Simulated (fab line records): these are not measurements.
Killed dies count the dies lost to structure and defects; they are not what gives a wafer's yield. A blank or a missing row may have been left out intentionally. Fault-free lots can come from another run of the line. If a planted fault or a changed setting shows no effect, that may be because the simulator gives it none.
Chamber matching	flow gf180mcu	GF_POLY_GATE_ETCH_13 on rie si-01: 3 sister chambers
The step etches poly-Si in HBr/Cl2, stops on SiO2, target depth 198.5 nm, time 69.6 s. 3 wafers are shown with their chamber, then 5 later ones without.

EACH WAFER AND ITS CHAMBER
wafer	chamber	drypump motor current A (A)
L529.4	0	4.8
L542.3	1	6.7
L546.1	3	6.3

WAFERS WITHOUT THEIR CHAMBER
wafer	drypump motor current A (A)
L546.2	4.8
L546.5	6.2
L547.5	6.7
L548.2	4.8
L548.3	6.7

WHICH CHAMBER EACH WENT THROUGH
wafer	from the rows above	in truth
L546.2	0	0
L546.5	3	3
L547.5	1	1
L548.2	0	0
L548.3	1	1
Correct placement for 5 of the 5. Not placeable from these rows: 0. 0 placed wrongly.
How it was worked out, from the rows above alone: a wafer's distance from a chamber is the root of the sum, over the readings, of the square of ((its reading less the chamber's mean) divided by the reading's scatter). If the next closest chamber is less than 2 further off than the closest, the wafer can't be placed; otherwise it belongs to the closest. A chamber's mean is the mean of its shown wafers. The scatter: root of mean squared gap, hidden wafer to nearest shown wafer, with one shown wafer a chamber.
